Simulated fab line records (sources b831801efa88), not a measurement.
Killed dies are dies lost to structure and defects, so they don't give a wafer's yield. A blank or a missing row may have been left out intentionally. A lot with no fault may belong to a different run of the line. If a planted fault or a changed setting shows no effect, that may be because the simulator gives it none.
Which of the tools did it? | flow gf180mcu | Sampling: 7 lots, 21 wafers, 2 of 602 route steps

WHAT THE GAUGES READ, wafer by wafer
GF_VT_IMPLANT_OVL_MEAS_18.
lot  | measured     | on         | VT_IMPLANT_01_OVL (nm)
L832 | day 7 03:38  | overlay-02 | 2.3 2.1 2.1
L834 | day 7 12:11  | overlay-01 | 1.0 -1.0 1.8
L842 | day 9 17:32  | overlay-01 | -0.8 0.5 -0.5
L844 | day 10 04:32 | overlay-02 | 2.3 1.1 1.5
L847 | day 11 02:33 | overlay-02 | 1.5 1.7 0.9
L849 | day 11 12:57 | overlay-02 | 0.8 -0.1 0.2
L852 | day 12 13:43 | overlay-02 | -0.3 1.1 1.5

WHAT TOOL EACH LOT RAN ON (gives the tool, then ch and the chambers of the sampled wafers, and finally the start)
lot  | GF_STI_WET_ETCH_28
L832 | wetBench-01 ch 0, day 2 21:07
L834 | wetBench-02 ch 0, day 3 06:38
L842 | wetBench-02 ch 3, day 5 01:32
L844 | wetBench-02 ch 2, day 5 11:04
L847 | wetBench-02 ch 1, day 6 02:45
L849 | wetBench-03 ch 0, day 6 11:56
L852 | wetBench-01 ch 0, day 7 06:14
- GF_STI_WET_ETCH_28: etches SiO2 in dHF, target depth 20 nm, time 40 s.

THE ANSWER, worked out from the rows above alone
Rule: the lots themselves supply what counts as usual. Put in order of their means at a reading, lots are off if they are a third of the lots or fewer, leave a main group of 4 or more, and stand apart from it by a gap of 3 or more times the standard deviation of the main group's means; of several such gaps the widest counts. A main group whose means are all the same, to the digits that the tables above print for the reading, isn't used. A lot without any number at a reading at which 4 lots or more have one is off too. Any other lot the step has rows for is counted as sound.
Across all readings shown, no lot is off: no conclusion can be drawn from this.

WHAT WAS PUT IN BY THE SIMULATOR
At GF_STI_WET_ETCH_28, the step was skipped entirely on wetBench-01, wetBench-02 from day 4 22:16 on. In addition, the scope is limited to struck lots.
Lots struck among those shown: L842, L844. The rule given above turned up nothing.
